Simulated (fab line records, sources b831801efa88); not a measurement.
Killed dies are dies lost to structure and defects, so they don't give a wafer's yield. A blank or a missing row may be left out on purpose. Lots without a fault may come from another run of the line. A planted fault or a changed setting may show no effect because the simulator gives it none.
A struck lot beside a sound one | flow sky130 | 37 steps out of a route of 708
Sound: wafers L949.1, L949.5, L949.6. Struck: wafers L961.1, L961.3, L961.5. The cause comes at the end.
At each step with rows: each side's tool, then ch and its chambers, then its first start. Under that, the readings that differ: sound wafers | struck wafers | difference of the means | sigmas: that difference in standard deviations of wafers without a fault.
alike: readings whose means differ by less than 2 such deviations, and words and numbers that are the same on both sides. not compared: withheld readings, readings that some wafer has no value for, bounds like >300 that may hide the same value, and numbers for which the record gives no deviation and whose values overlap.
The two part at a step that has a row with sigmas, a row that says differs or no value, or rows on one side only. Numbers that don't overlap but have no deviation are shown without sigmas and don't part them. A reading that every wafer of one side lacks parts them only if that side has two wafers or more.

first, 10 steps without rows for these wafers: SKY_LDD_LDN_SOFTBAKE_03 (time 60 s); SKY_LDD_LDN_EXPOSE_04 (exposes mask LDNTM, target cd 700 nm); SKY_LDD_LDN_PEB_05; SKY_LDD_LDN_DEVELOP_06 (develop time 60 s); SKY_LDD_LDN_IMPLANT_08; SKY_LDD_LDN_IMPLANT_09; SKY_LDD_LDN_IMPLANT_10; SKY_LDD_LDN_IMPLANT_11; SKY_LDD_LDN_STRIP_12 (strips in O2/N2); SKY_LDD_LDN_CLEAN_14 (cleans in SC1/SC2, time 150 s).
SKY_SPACER_CVD_00: deposits Si3N4 from DCS/NH3, target thk 43.1 nm, time 740 s.
  sound on lpcvd-02 ch 1, day 23 12:22; struck on lpcvd-02 ch 1, day 28 10:13
  reading                                  | sound             | struck            | difference | sigmas
  model.Si3N4_of_SPACER_CVD_00.thk_nm (nm) | 43.75 43.32 43.68 | 39.95 39.63 39.72 | -3.82      |
  alike: spike_tc_centre_C, zone_power_bottom_pct, zone_power_lower_pct
SKY_SPACER_THK_MEAS_01:
  sound on film_metro-03, day 23 14:10; struck on film_metro-02, day 28 11:25
  reading                | sound          | struck         | difference | sigmas
  SPACER_CVD_00_THK (nm) | 43.8 43.3 43.7 | 40.0 39.6 39.7 | -3.8       | -10
SKY_SPACER_ETCHBACK_02: etches Si3N4 in CH3F/O2, stops on SiO2, time 46.7 s, target depth 45 nm.
  sound on rie_diel-03 ch 1,2, day 23 14:13; struck on rie_diel-01 ch 0,1, day 28 11:28
  reading                  | sound             | struck            | difference | sigmas
  oes_product_au (a.u.)    | 0.868 0.858 0.864 | 0.824 0.812 0.805 | -0.050     | -9
  model.etch.depth_nm (nm) | 43.75 43.32 43.68 | 39.95 39.63 39.72 | -3.82      |
  alike: ch3f_flow_sccm, drypump_motor_current_A, throttle_valve_pct
  not compared: rf_hours_counter_h
then, 22 steps without rows for these wafers: SKY_POLY_CUT_DEHYDRATE_00 (time 60 s); SKY_POLY_CUT_HMDS_01 (prime time 60 s); SKY_POLY_CUT_COAT_02 (resist thk 60 nm); SKY_POLY_CUT_COAT_03 (resist thk 450 nm); SKY_POLY_CUT_SOFTBAKE_04 (time 90 s); SKY_POLY_CUT_EXPOSE_05 (exposes mask NPCM, target cd 270 nm); SKY_POLY_CUT_PEB_06; SKY_POLY_CUT_DEVELOP_07 (develop time 60 s); SKY_POLY_CUT_ETCH_10 (etches BARC in N2/H2, stops on SiO2, time 45.9 s, target depth 60 nm); SKY_POLY_CUT_ETCH_11 (etches Si3N4 in CF4/CH2F2/Ar, stops on poly-Si, time 42.5 s, target depth 60 nm); SKY_POLY_CUT_STRIP_12 (strips in O2/N2); SKY_SD_P_DEHYDRATE_00 (time 60 s); SKY_SD_P_HMDS_01 (prime time 60 s); SKY_SD_P_COAT_02 (resist thk 1140 nm); SKY_SD_P_SOFTBAKE_03 (time 60 s); SKY_SD_P_EXPOSE_04 (exposes mask PSDM, target cd 380 nm); SKY_SD_P_PEB_05; SKY_SD_P_DEVELOP_06 (develop time 60 s); SKY_SD_P_IMPLANT_09; SKY_SD_P_STRIP_10 (strips in O2/N2); SKY_RES_XHIGH_DEHYDRATE_00 (time 60 s); SKY_RES_XHIGH_HMDS_01 (prime time 60 s).
-- the record jumps here: 5 days lie between the struck wafers' starts before and after (it left off in module RES_XHIGH and takes up again in module SALICIDE, whose first step shown is number 361 of the route) --
SKY_SALICIDE_CLEAN_00: cleans in HF-last, time 30 s.
  sound on wet_bench-03 ch 2, day 28 11:13; struck on wet_bench-04 ch 0, day 33 01:49
  reading                                  | sound             | struck            | difference | sigmas
  model.Si3N4_of_SPACER_CVD_00.thk_nm (nm) | 42.77 42.34 42.69 | 38.96 38.63 38.71 | -3.83      |
-- the record jumps here: 16 days lie between the struck wafers' starts before and after (it left off in module SALICIDE and takes up again in module PAD_OPEN, whose first step shown is number 708 of the route) --
SKY_PAD_OPEN_PROBE_99:
  sound on prober-02, day 46 02:17; struck on prober-02, day 49 08:59
  reading                                  | sound                   | struck                  | difference | sigmas
  model.etest.pfet_01v8.r_on_ohm_um        | 2911 2866 2844          | 2790 2775 2767          | -96        |
  model.etest.sonos_uncharged.r_on_ohm_um  | 823 811.6 827.3         | 786 799.1 781.2         | -32        |
  model.etest.pfet_01v8.drive_ua_um        | 192.8 196.8 195         | 197.2 201.6 200.6       | +4.9       |
  model.etest.sram_pfet_latch.drive_ua_um  | 135.7 144.2 142.2       | 147.6 147.5 150.2       | +7.7       |
  model.etest.pfet_01v8_hvt.drive_ua_um    | 142.6 145.7 146.8       | 148.2 150.1 151         | +4.7       |
  model.etest.pfet_01v8_hvt.off_log10_a_um | -13.16 -12.99 -13.03    | -12.85 -12.66 -12.67    | +0.33      |
  model.etest.pfet_01v8.vt_sat_v (V)       | -0.5691 -0.5473 -0.5628 | -0.5373 -0.5253 -0.5226 | +0.0313    |
  alike: killed_at_M0_to_M3, killed_at_M4_up, killed_at_contacts, killed_at_front_end, killed_at_other, killed_dies, killed_open, killed_short

WHERE THEY PART
First at SKY_SPACER_THK_MEAS_01; last, within this record, at SKY_SPACER_ETCHBACK_02. Later steps at which nothing parts them and some readings are alike: SKY_PAD_OPEN_PROBE_99.

WHY: what the simulator had put in
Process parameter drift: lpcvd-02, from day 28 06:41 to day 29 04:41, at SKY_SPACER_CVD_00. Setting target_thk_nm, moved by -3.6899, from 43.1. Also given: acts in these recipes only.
